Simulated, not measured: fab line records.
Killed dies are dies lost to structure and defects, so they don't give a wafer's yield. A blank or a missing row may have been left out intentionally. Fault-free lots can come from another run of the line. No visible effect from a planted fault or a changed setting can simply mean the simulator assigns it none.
2 desks, one fault / flow gf180mcu / what lay behind the numbers comes last; until then each desk has only its own

== METROLOGY DESK ==
Means of the sampled wafers that have a number, per lot and without regard to the tool the lot ran on: this is what the gauges read. If a lot's mean is further than 4 standard deviations from the usual mean, the lot is out of limits and carries the mark OUT (the distance appears in the brackets).
Columns: A = M2_OVL at GF_M2_OVL_MEAS_15, usual -2 nm
lot=L621; first seen here=day 19 03:00; A=-8
lot=L622; first seen here=day 19 12:38; A=3
lot=L624; first seen here=day 20 18:05; A=-2
lot=L625; first seen here=day 21 14:32; A=1
lot=L626; first seen here=day 22 05:02; A=-10
lot=L627; first seen here=day 22 18:26; A=-6
lot=L629; first seen here=day 23 09:14; A=1
lot=L638; first seen here=day 25 15:58; A=-6
lot=L639; first seen here=day 25 23:00; A=-1
lot=L640; first seen here=day 26 08:32; A=4
lot=L641; first seen here=day 26 09:14; A=-8
lot=L642; first seen here=day 26 17:52; A=-1
lot=L643; first seen here=day 27 01:04; A=-1
This desk's finding: nothing out of limits on any of the 13 lots.

== TOOL OWNER'S DESK, litho track-02 ==
At GF_M4_SOFTBAKE_10 (time 60 s), the tool's own readings, given per lot that ran on this tool as the mean of the sampled wafers with a number. If a lot's mean is further than 4 standard deviations from the usual mean, the lot is out of limits and carries the mark OUT (the distance appears in the brackets).
Columns: A = heater power total W at GF_M4_SOFTBAKE_10, usual 93.05 W; B = run length s at GF_M4_SOFTBAKE_10, usual 89.19 s
lot=L621; first seen here=day 22 21:26; A=93.02; B=89.10
lot=L624; first seen here=day 24 09:31; A=93.05; B=89.02
lot=L627; first seen here=day 26 05:18; A=94.18 (+20) OUT; B=87.13 (-11) OUT
lot=L629; first seen here=day 26 18:21; A=94.21 (+20) OUT; B=87.23 (-11) OUT
lot=L642; first seen here=day 29 18:59; A=92.99; B=89.08
lot=L643; first seen here=day 30 02:00; A=93.09; B=89.05
Finding of this desk: L627, L629 out of limits; the first was L627 at day 26 05:18, on heater power total W at GF_M4_SOFTBAKE_10. L621, L624, L642, L643 stayed within limits.

== BROUGHT TOGETHER ==
On L627, L629, at day 26 05:18, an alarm was possible from the tool owner's desk.
Nothing out of limits was seen by the metrology desk.
The metrology desk has L627, L629 on record, within its limits.
All the named lots went through GF_M4_SOFTBAKE_10 on litho track-02.

== WHAT HAD BEEN PUT IN BY THE SIMULATOR ==
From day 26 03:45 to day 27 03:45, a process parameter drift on litho track-02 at GF_M4_SOFTBAKE_10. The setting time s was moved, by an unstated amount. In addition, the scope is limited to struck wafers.
Shown lots that were struck: L627, L629.
Time in hours from fault onset to the first out-of-limits reading at each desk: the tool owner's desk, 2.
